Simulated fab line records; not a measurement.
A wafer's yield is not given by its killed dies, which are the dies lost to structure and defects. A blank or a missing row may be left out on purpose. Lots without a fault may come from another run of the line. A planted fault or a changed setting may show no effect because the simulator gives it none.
fab line records | flow sky130
record: lots: 6 | wafers: 18 | lastDay: 51
route steps=708 shown LDD_HVP@286 LDD_LDN@289 PAD_OPEN@708
lots with no fault: from the same line, run without faults
startH: hours from the record's opening day to when the first of the lot's shown wafers began | waitH: how many hours have passed since the lot's step before this one | " same as the row above | L1.1+2: several wafers, shown together as one row | - no value, or no start given | * or withheld: withheld | < > ~ a bound
route shown NAME@n: NAME is a module with steps in the file, n the number in the route of the first one | usual: the fault-free wafers' mean and standard deviation | same: alike in all rows | chamber/n: place in a boat | sites: per-site readings | _std_site: their standard deviation | _edge_site: mean of outer sites minus mean of inner sites | radiusMm: for every site, how far away it sits from the centre of the wafer | mask NAME#n: copy n | behind: tool/chamber where the wafer was last shaped | hold: what put the lot on hold/how long, in hours/how the hold closed | device: names the non-switching transistor (n, p or np) | end of line: tests run on the same wafers once the route is complete | a step without rows: its recipe alone | killed: the dies lost at the first sort to structure and to defects; this is not the yield of the wafer | map: per-die view of a wafer (x killed, . not killed, _ where there is no die)
set.NAME: the setting as run; set.NAME@STEP: as run at that earlier step | model.NAME: the simulator's own value behind a step, which no gauge read
a table for each step, a row for each wafer; lots at some steps of the route
services: from which hour (startH, from the record's first day; less than 0 if before it) a tool's chamber was out of use, for how many hours, and why
== steps ==
step: SKY_LDD_HVP_IMPLANT_08
recipe: species: B | energyKev: 20 | doseCm2: 1.7e+13 | tiltDeg: 17.9
step: SKY_LDD_HVP_STRIP_09
recipe: chemistry: O2/N2 | powerW: 1400 | pressureMtorr: 1500 | platenTempC: withheld | o2FlowSccm: 3000 | n2FlowSccm: 300 | overashFraction: 0.5
usual: drypumpMotorCurrentA: 5.5/0.38 | o2FlowSccm: 3000/9.6 | oesProductAu: 0.408/0.0047 | stripTimeToEndpointS: 4.133/0.013
lot.wafer | tool           | chamber | startH | waitH | drypumpMotorCurrentA | o2FlowSccm | oesProductAu | rfHoursCounterH | stripTimeToEndpointS
L720.2    | plasmaAsher-01 | 0       | 547.63 | 0.1   | 6.0                  | 2987       | 0.405        | 91              | 4.147
L720.3    | "              | 0       | "      | "     | 6.0                  | 2988       | 0.406        | -               | 4.132
L720.6    | "              | 0       | "      | "     | 6.0                  | 3007       | 0.408        | -               | 4.123
L722.2    | plasmaAsher-03 | 0       | 559.08 | 0.1   | 5.4                  | 3011       | 0.412        | 15              | 4.134
L722.5    | "              | 1       | "      | "     | 5.2                  | 2997       | 0.415        | -               | 4.094
L722.6    | "              | 0       | "      | "     | 5.4                  | 3011       | 0.404        | -               | 4.129
L735.1    | plasmaAsher-03 | 0       | 667.43 | 0.1   | 5.4                  | 3011       | 0.406        | 27              | 4.121
L735.4    | "              | 0       | "      | "     | 5.4                  | 3003       | 0.406        | -               | 4.127
L735.5    | "              | 0       | "      | "     | 5.4                  | 2992       | 0.405        | -               | 4.129
L737.1    | plasmaAsher-04 | 0       | 685.03 | 0.1   | 5.3                  | 3005       | 0.405        | 77              | 4.128
L737.4    | "              | 1       | "      | "     | 6.1                  | 2982       | 0.398        | -               | 4.119
L737.5    | "              | 0       | "      | "     | 5.2                  | 3007       | 0.401        | -               | 4.122
L738.1    | plasmaAsher-04 | 0       | 691.94 | 0.1   | 5.2                  | 2996       | 0.411        | 78              | 4.124
L738.2    | "              | 1       | "      | "     | 6.1                  | 3003       | 0.408        | 78              | 4.106
L738.3    | "              | 0       | "      | "     | 5.3                  | 2994       | 0.416        | -               | 4.122
L739.2    | plasmaAsher-04 | 1       | 699.63 | 0.1   | 6.1                  | 2994       | 0.412        | 78              | 4.126
L739.4    | "              | 1       | "      | "     | 6.1                  | 2990       | 0.411        | -               | 4.139
L739.6    | "              | 1       | "      | "     | 6.1                  | 2986       | 0.409        | -               | 4.126
step: SKY_LDD_HVP_TW_MEAS_10
usual: LDD_HVP_TW: 457.3/2.7
lot.wafer | tool         | chamber | startH | waitH | LDD_HVP_TW
L720.2    | filmMetro-04 | -       | 547.74 | 0.1   | 459.4
L720.3    | "            | -       | "      | "     | 459.5
L720.6    | "            | -       | "      | "     | 457.9
L722.2    | filmMetro-01 | -       | 559.19 | 0.1   | 457.1
L722.5    | "            | -       | "      | "     | 462.5
L722.6    | "            | -       | "      | "     | 461.4
L735.1    | filmMetro-04 | -       | 667.53 | 0.1   | 450.3
L735.4    | "            | -       | "      | "     | 455.6
L735.5    | "            | -       | "      | "     | 451.3
L737.1    | filmMetro-04 | -       | 685.13 | 0.1   | 454.5
L737.4    | "            | -       | "      | "     | 454.8
L737.5    | "            | -       | "      | "     | 453.7
L738.1    | filmMetro-03 | -       | 692.04 | 0.1   | 462.1
L738.2    | "            | -       | "      | "     | 458.4
L738.3    | "            | -       | "      | "     | 460.2
L739.2    | filmMetro-03 | -       | 699.74 | 0.1   | 456.4
L739.4    | "            | -       | "      | "     | 459.7
L739.6    | "            | -       | "      | "     | 460.5
step: SKY_LDD_LDN_DEHYDRATE_00
recipe: tempC: 200 | timeS: 60
step: SKY_LDD_LDN_HMDS_01
recipe: primeTimeS: 60 | primeTempC: 120
step: SKY_LDD_LDN_COAT_02
recipe: resist: NOVOLAK | spinRpm: 3000 | resistThkNm: 1140
step: SKY_LDD_LDN_SOFTBAKE_03
recipe: tempC: 90 | timeS: 60 | resist: NOVOLAK
step: SKY_LDD_LDN_EXPOSE_04
recipe: maskId: LDNTM | na: 0.6 | sourceShape: conventional | sigmaOuter: 0.6 | polarization: unpolarized | targetCdNm: 700 | doseMj: 140
step: SKY_LDD_LDN_PEB_05
recipe: tempC: withheld | timeS: * | resist: NOVOLAK
step: SKY_LDD_LDN_DEVELOP_06
recipe: resist: NOVOLAK | developer: TMAH | developTimeS: 60 | devTempC: 23
step: SKY_LDD_LDN_OVL_MEAS_07
usual: LDD_LDN_OVL: -0.2/1.3
lot.wafer | tool       | chamber | startH | waitH | LDD_LDN_OVL[nm]
L720.2    | overlay-02 | -       | 578.21 | 0.1   | 0.6
L720.3    | "          | -       | "      | "     | -1.6
L720.6    | "          | -       | "      | "     | -1.2
L722.2    | overlay-02 | -       | 588.82 | 0.1   | 0.1
L722.5    | "          | -       | "      | "     | -1.6
L722.6    | "          | -       | "      | "     | -0.3
L735.1    | overlay-01 | -       | 696.11 | 0.1   | -1.6
L735.4    | "          | -       | "      | "     | 1.2
L735.5    | "          | -       | "      | "     | 0.5
L737.1    | overlay-02 | -       | 713.72 | 0.1   | -0.4
L737.4    | "          | -       | "      | "     | 1.3
L737.5    | "          | -       | "      | "     | -1.1
L738.1    | overlay-01 | -       | 720.31 | 0.1   | -0.9
L738.2    | "          | -       | "      | "     | -2.8
L738.3    | "          | -       | "      | "     | -2.4
L739.2    | overlay-02 | -       | 727.81 | 0.1   | -0.9
L739.4    | "          | -       | "      | "     | -1.9
L739.6    | "          | -       | "      | "     | 0.5
step: SKY_LDD_LDN_IMPLANT_08
recipe: species: As | energyKev: 15 | doseCm2: 1.25e+13 | tiltDeg: withheld | rotationDeg: 23
step: SKY_LDD_LDN_IMPLANT_09
recipe: species: As | energyKev: 15 | doseCm2: 1.25e+13 | tiltDeg: withheld | rotationDeg: 113
usual: doseIonsCm2: 1.2501e+13/1.5e+10 | faradayCurrentUA: 70.5/1.4
lot.wafer | tool         | chamber | startH | waitH | doseIonsCm2 | faradayCurrentUA
L720.2    | implanter-04 | 0       | 578.42 | 0.1   | 1.257e+12   | 7.3
L720.3    | "            | 0       | "      | "     | 1.263e+12   | 7.0
L720.6    | "            | 0       | "      | "     | 1.281e+12   | 7.0
L722.2    | implanter-04 | 0       | 589.02 | 0.1   | 1.249e+12   | 7.0
L722.5    | "            | 0       | "      | "     | 1.257e+12   | 7.1
L722.6    | "            | 0       | "      | "     | 1.248e+12   | 7.1
L735.1    | implanter-01 | 0       | 696.30 | 0.1   | 1.2523e+13  | 72.7
L735.4    | "            | 0       | "      | "     | 1.2497e+13  | 70.5
L735.5    | "            | 0       | "      | "     | 1.2505e+13  | 70.7
L737.1    | implanter-02 | 0       | 713.90 | 0.1   | 1.2515e+13  | 70.8
L737.4    | "            | 0       | "      | "     | 1.2506e+13  | 68.5
L737.5    | "            | 0       | "      | "     | 1.2501e+13  | 69.8
L738.1    | implanter-04 | 0       | 720.50 | 0.1   | 1.2508e+13  | 70.7
L738.2    | "            | 0       | "      | "     | 1.2465e+13  | 71.9
L738.3    | "            | 0       | "      | "     | 1.2486e+13  | 70.0
L739.2    | implanter-04 | 0       | 728.02 | 0.1   | 1.2478e+13  | 73.8
L739.4    | "            | 0       | "      | "     | 1.2492e+13  | 70.8
L739.6    | "            | 0       | "      | "     | 1.2536e+13  | 68.6
step: SKY_LDD_LDN_IMPLANT_10
recipe: species: As | energyKev: 15 | doseCm2: 1.25e+13 | tiltDeg: withheld | rotationDeg: 203
step: SKY_LDD_LDN_IMPLANT_11
recipe: species: As | energyKev: 15 | doseCm2: 1.25e+13 | tiltDeg: withheld | rotationDeg: 293
step: SKY_LDD_LDN_STRIP_12
recipe: chemistry: O2/N2 | powerW: 1400 | pressureMtorr: 1500 | platenTempC: withheld | o2FlowSccm: 3000 | n2FlowSccm: 300 | overashFraction: 0.5
usual: drypumpMotorCurrentA: 5.7/0.4 | o2FlowSccm: 3001/8 | oesProductAu: 0.715/0.0048 | stripTimeToEndpointS: 14.17/0.04
lot.wafer | tool           | chamber | startH | waitH | drypumpMotorCurrentA | o2FlowSccm | oesProductAu | rfHoursCounterH | stripTimeToEndpointS
L720.2    | plasmaAsher-03 | 0       | 578.84 | 0.1   | 5.4                  | 2992       | 0.709        | 18              | 14.13
L720.3    | "              | 0       | "      | "     | 5.4                  | 3012       | 0.714        | -               | 14.13
L720.6    | "              | 0       | "      | "     | 5.4                  | 2991       | 0.720        | -               | 14.17
L722.2    | plasmaAsher-02 | 0       | 589.45 | 0.1   | 6.0                  | 3002       | 0.710        | 47              | 14.17
L722.5    | "              | 0       | "      | "     | 6.0                  | 2999       | 0.714        | -               | 14.19
L722.6    | "              | 1       | "      | "     | 6.1                  | 3006       | 0.722        | -               | 14.17
L735.1    | plasmaAsher-03 | 1       | 696.75 | 0.1   | 5.2                  | 3003       | 0.705        | 30              | 14.07
L735.4    | "              | 0       | "      | "     | 5.5                  | 3002       | 0.713        | -               | 14.07
L735.5    | "              | 1       | "      | "     | 5.2                  | 2998       | 0.721        | -               | 14.09
L737.1    | plasmaAsher-01 | 1       | 714.35 | 0.1   | 5.1                  | 3019       | 0.717        | 107             | 14.18
L737.4    | "              | 0       | "      | "     | 6.0                  | 2986       | 0.717        | -               | 14.15
L737.5    | "              | 0       | "      | "     | 6.0                  | 2989       | 0.716        | -               | 14.16
L738.1    | plasmaAsher-03 | 1       | 720.95 | 0.1   | 5.2                  | 3003       | 0.715        | 33              | 14.15
L738.2    | "              | 0       | "      | "     | 5.4                  | 3010       | 0.717        | 33              | 14.16
L738.3    | "              | 0       | "      | "     | 5.5                  | 3016       | 0.715        | -               | 14.15
L739.2    | plasmaAsher-02 | 1       | 728.44 | 0.1   | 6.1                  | 3002       | 0.725        | 61              | 14.14
L739.4    | "              | 1       | "      | "     | 6.1                  | 3012       | 0.717        | -               | 14.14
L739.6    | "              | 1       | "      | "     | 6.1                  | 3002       | 0.718        | -               | 14.15
step: SKY_LDD_LDN_TW_MEAS_13
usual: LDD_LDN_TW: 1488/13
lot.wafer | tool         | chamber | startH | waitH | LDD_LDN_TW
L720.2    | filmMetro-04 | -       | 578.95 | 0.1   | 1367
L720.3    | "            | -       | "      | "     | 1363
L720.6    | "            | -       | "      | "     | 1365
L722.2    | filmMetro-03 | -       | 589.56 | 0.1   | 1383
L722.5    | "            | -       | "      | "     | 1382
L722.6    | "            | -       | "      | "     | 1384
L735.1    | filmMetro-03 | -       | 696.85 | 0.1   | 1477
L735.4    | "            | -       | "      | "     | 1486
L735.5    | "            | -       | "      | "     | 1497
L737.1    | filmMetro-04 | -       | 714.45 | 0.1   | 1490
L737.4    | "            | -       | "      | "     | 1484
L737.5    | "            | -       | "      | "     | 1481
L738.1    | filmMetro-04 | -       | 721.05 | 0.1   | 1472
L738.2    | "            | -       | "      | "     | 1469
L738.3    | "            | -       | "      | "     | 1466
L739.2    | filmMetro-04 | -       | 728.55 | 0.1   | 1464
L739.4    | "            | -       | "      | "     | 1468
L739.6    | "            | -       | "      | "     | 1467
step: SKY_LDD_LDN_CLEAN_14
recipe: chemistry: SC1/SC2 | mix: 1:4:20 | tempC: 70 | timeS: 150 | dry: n2Spin
step: SKY_PAD_OPEN_PROBE_99
usual: killed_at_M0_to_M3: 43/6.9 | killed_at_M4_up: 3.2/1.6 | killedAtContacts: 25/5.1 | killedAtFrontEnd: 16/4.5 | killedAtOther: 0.3/0.68 | killedDies: 87/8.9 | killedOpen: 48/6.9 | killedShort: 39/6.3
same: grossDies: 492 | killedAtBackSide: 0
lot.wafer | tool      | chamber | startH  | waitH | killed_at_M0_to_M3 | killed_at_M4_up | killedAtContacts | killedAtFrontEnd | killedAtOther | killedDies | killedOpen | killedShort | model.etest.tipSonos.rsOhmSq
L720.2    | prober-01 | -       | 1128.58 | 0.1   | 32                 | 4               | 30               | 21               | 1             | 88         | 41         | 47          | 3075
L720.3    | prober-01 | -       | 1128.63 | 0.2   | 43                 | 4               | 21               | 11               | 0             | 79         | 42         | 36          | 3156
L720.6    | prober-01 | -       | 1128.78 | 0.2   | 40                 | 6               | 24               | 17               | 0             | 87         | 47         | 40          | 3113
L722.2    | prober-02 | -       | 1131.62 | 0.1   | 39                 | 1               | 24               | 19               | 0             | 83         | 43         | 40          | 3035
L722.5    | prober-02 | -       | 1131.77 | 0.2   | 48                 | 4               | 23               | 11               | 0             | 86         | 43         | 43          | 3043
L722.6    | prober-02 | -       | 1131.82 | 0.2   | 47                 | 5               | 31               | 21               | 0             | 104        | 59         | 45          | 2982
L735.1    | prober-02 | -       | 1204.88 | 0.1   | 55                 | 5               | 16               | 9                | 0             | 85         | 51         | 34          | 2628
L735.4    | prober-02 | -       | 1205.03 | 0.2   | 52                 | 1               | 23               | 11               | 0             | 87         | 46         | 41          | 2627
L735.5    | prober-02 | -       | 1205.08 | 0.2   | 53                 | 4               | 31               | 9                | 1             | 98         | 55         | 43          | 2649
L737.1    | prober-01 | -       | 1212.65 | 0.1   | 37                 | 2               | 24               | 22               | 0             | 85         | 45         | 40          | 2614
L737.4    | prober-01 | -       | 1212.80 | 0.2   | 37                 | 0               | 21               | 18               | 0             | 76         | 43         | 32          | 2642
L737.5    | prober-01 | -       | 1212.85 | 0.2   | 39                 | 1               | 23               | 7                | 0             | 70         | 40         | 30          | 2629
L738.1    | prober-02 | -       | 1213.03 | 0.1   | 45                 | 6               | 19               | 17               | 1             | 88         | 53         | 35          | 2604
L738.2    | prober-02 | -       | 1213.08 | 0.1   | 48                 | 1               | 29               | 17               | 0             | 95         | 44         | 51          | 2615
L738.3    | prober-02 | -       | 1213.13 | 0.2   | 31                 | 1               | 19               | 14               | 0             | 65         | 34         | 31          | 2632
L739.2    | prober-01 | -       | 1220.77 | 0.1   | 48                 | 0               | 26               | 11               | 0             | 85         | 56         | 28          | 2696
L739.4    | prober-01 | -       | 1220.87 | 0.2   | 46                 | 2               | 26               | 14               | 0             | 88         | 42         | 45          | 2670
L739.6    | prober-01 | -       | 1220.97 | 0.2   | 46                 | 2               | 24               | 20               | 0             | 92         | 54         | 38          | 2633
killed by level:class
L720.2 CONTACT:geometricParticle:open=11 POLY_GATE:geometricParticle:short=8 LI_CONTACT:geometricParticle:open=8 CONTACT:geometricParticle:short=7 METAL2:geometricParticle:short=7 VIA1:geometricParticle:open=6 POLY_GATE:geometricParticle:open=5 VIA1:geometricParticle:short=5
L720.3 LI_CONTACT:geometricParticle:open=9 CONTACT:geometricParticle:open=9 VIA3:geometricParticle:open=8 METAL1:geometricParticle:short=7 METAL2:geometricParticle:short=6 VIA3:geometricParticle:short=6 VIA1:geometricParticle:short=4 VIA1:geometricParticle:open=4
L720.6 CONTACT:geometricParticle:open=14 VIA2:geometricParticle:open=12 VIA1:geometricParticle:open=7 FIELD_ISO:geometricParticle:open=6 METAL2:geometricParticle:short=6 VIA1:geometricParticle:short=4 FIELD_ISO:geometricParticle:short=4 LOCAL_INTERCONNECT:geometricParticle:short=4
L722.2 CONTACT:geometricParticle:open=9 VIA1:geometricParticle:open=9 POLY_GATE:geometricParticle:short=8 METAL2:geometricParticle:short=8 VIA2:geometricParticle:open=7 VIA3:geometricParticle:open=7 CONTACT:geometricParticle:short=6 FIELD_ISO:geometricParticle:short=4
L722.5 VIA1:geometricParticle:open=13 METAL2:geometricParticle:short=9 CONTACT:geometricParticle:open=8 VIA1:geometricParticle:short=6 LI_CONTACT:geometricParticle:open=5 VIA2:geometricParticle:open=5 CONTACT:geometricParticle:short=4 VIA3:geometricParticle:open=4
L722.6 CONTACT:geometricParticle:open=13 VIA1:geometricParticle:open=12 VIA3:geometricParticle:open=8 VIA2:geometricParticle:open=7 LI_CONTACT:geometricParticle:open=7 POLY_GATE:geometricParticle:open=6 CONTACT:geometricParticle:short=6 VIA1:geometricParticle:short=6
L735.1 VIA2:geometricParticle:open=15 CONTACT:geometricParticle:open=10 METAL1:geometricParticle:short=8 VIA1:geometricParticle:short=8 VIA1:geometricParticle:open=8 METAL4:geometricParticle:short=5 POLY_GATE:geometricParticle:open=4 METAL2:geometricParticle:short=4
L735.4 VIA2:geometricParticle:open=9 VIA1:geometricParticle:open=9 CONTACT:geometricParticle:open=8 LI_CONTACT:geometricParticle:open=7 VIA2:geometricParticle:short=7 VIA1:geometricParticle:short=6 VIA3:geometricParticle:open=6 METAL2:geometricParticle:short=5
L735.5 CONTACT:geometricParticle:open=13 LI_CONTACT:geometricParticle:open=10 VIA2:geometricParticle:open=10 METAL1:geometricParticle:short=8 VIA1:geometricParticle:open=8 METAL2:geometricParticle:short=6 VIA3:geometricParticle:open=6 VIA1:geometricParticle:short=5
L737.1 CONTACT:geometricParticle:open=11 FIELD_ISO:geometricParticle:short=9 LI_CONTACT:geometricParticle:open=6 VIA2:geometricParticle:open=6 VIA2:geometricParticle:short=6 VIA1:geometricParticle:open=5 VIA3:geometricParticle:open=5 FIELD_ISO:geometricParticle:open=4
L737.4 LI_CONTACT:geometricParticle:open=10 VIA1:geometricParticle:open=8 VIA1:geometricParticle:short=6 VIA2:geometricParticle:open=6 CONTACT:geometricParticle:open=5 METAL1:geometricParticle:short=5 VIA3:geometricParticle:open=4 SONOS_ONO:geometricParticle:open=4
L737.5 CONTACT:geometricParticle:open=9 VIA3:geometricParticle:open=9 VIA1:geometricParticle:open=7 METAL2:geometricParticle:short=5 FIELD_ISO:geometricParticle:short=4 CONTACT:geometricParticle:short=4 LI_CONTACT:geometricParticle:open=4 LI_CONTACT:geometricParticle:short=3
L738.1 CONTACT:geometricParticle:open=11 VIA3:geometricParticle:open=10 VIA1:geometricParticle:open=9 FIELD_ISO:geometricParticle:open=5 METAL2:geometricParticle:short=5 FIELD_ISO:geometricParticle:short=4 LI_CONTACT:geometricParticle:open=4 VIA3:geometricParticle:short=4
L738.2 VIA1:geometricParticle:short=11 CONTACT:geometricParticle:open=10 VIA1:geometricParticle:open=8 LI_CONTACT:geometricParticle:open=7 METAL1:geometricParticle:short=7 LOCAL_INTERCONNECT:geometricParticle:short=6 FIELD_ISO:geometricParticle:short=5 POLY_GATE:geometricParticle:short=5
L738.3 LOCAL_INTERCONNECT:geometricParticle:short=6 VIA2:geometricParticle:open=6 FIELD_ISO:geometricParticle:open=5 LI_CONTACT:geometricParticle:open=5 VIA3:geometricParticle:open=5 CONTACT:geometricParticle:open=5 METAL2:geometricParticle:short=5 SONOS_ONO:geometricParticle:short=3
L739.2 LI_CONTACT:geometricParticle:open=12 VIA1:geometricParticle:open=12 VIA3:geometricParticle:open=9 VIA2:geometricParticle:open=7 CONTACT:geometricParticle:open=7 METAL2:geometricParticle:short=6 POLY_GATE:geometricParticle:short=4 VIA1:geometricParticle:short=4
L739.4 VIA3:geometricParticle:open=8 CONTACT:geometricParticle:open=8 VIA1:geometricParticle:short=8 VIA2:geometricParticle:open=7 VIA1:geometricParticle:open=7 CONTACT:geometricParticle:short=6 LI_CONTACT:geometricParticle:open=6 METAL2:geometricParticle:short=5
L739.6 VIA2:geometricParticle:open=9 CONTACT:geometricParticle:open=9 VIA1:geometricParticle:open=9 METAL2:geometricParticle:short=9 VIA3:geometricParticle:open=9 FIELD_ISO:geometricParticle:open=6 CONTACT:geometricParticle:short=6 LOCAL_INTERCONNECT:geometricParticle:short=5
== services ==
tool           | chamber | startH | hours | kind
implanter-04   | -       | 544.30 | 3.9   | repair
implanter-01   | -       | 555.80 | 2.1   | repair
plasmaAsher-04 | -       | 574.59 | 8.9   | repair
plasmaAsher-01 | -       | 595.06 | 5.6   | repair
plasmaAsher-04 | -       | 605.76 | 4.4   | repair
implanter-01   | -       | 630.70 | 2.0   | repair
implanter-02   | -       | 632.69 | 0.6   | repair
implanter-04   | -       | 634.69 | 1.5   | repair
plasmaAsher-01 | -       | 640.30 | 2.8   | pm
implanter-04   | -       | 646.32 | 3.9   | repair
plasmaAsher-01 | -       | 653.89 | 1.8   | repair
implanter-04   | -       | 654.86 | 1.9   | repair
implanter-01   | -       | 657.92 | 5.2   | repair
implanter-04   | -       | 692.36 | 3.3   | repair
plasmaAsher-04 | -       | 718.77 | 0.6   | repair
plasmaAsher-03 | -       | 724.48 | 0.8   | repair
implanter-02   | -       | 726.43 | 3.7   | pm
== key ==
firstSign: step: SKY_LDD_LDN_IMPLANT_09 | reading: doseIonsCm2 | direction: down | sigmas: 99+ | usual: * | struck: *
effect: step: SKY_LDD_LDN_IMPLANT_09 | reading: faradayCurrentUA | direction: down | sigmas: 45 | usual: 70.5 | struck: 7.1
effect: step: SKY_LDD_LDN_TW_MEAS_13 | reading: LDD_LDN_TW | direction: down | sigmas: 8.9 | usual: 1488 | struck: 1374
modelEffect: step: SKY_PAD_OPEN_PROBE_99 | value: etest.tipSonos.rsOhmSq | without: 2675 | struck: 3067
metAt SKY_LDD_LDN_IMPLANT_09
struckWafers L720.2,L720.3,L720.6,L722.2,L722.5,L722.6
testerLeftOut L720,L722
fault: kind: processParameterDrift | tool: implanter-04 | chamber: - | onsetH: 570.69 | steps: SKY_LDD_LDN_IMPLANT_09 | channel: doseCm2 | offset: * | shape: step | endH: 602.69 | actsIn: * | stated: *
testerLeftOut: of these lots the tester's yield and bins aren't shown, on N5 and GAA mostly nor the transistor test; their killed dies are dies lost to structure and defects alone, not to doping, threshold or leakage, so they don't give the yield
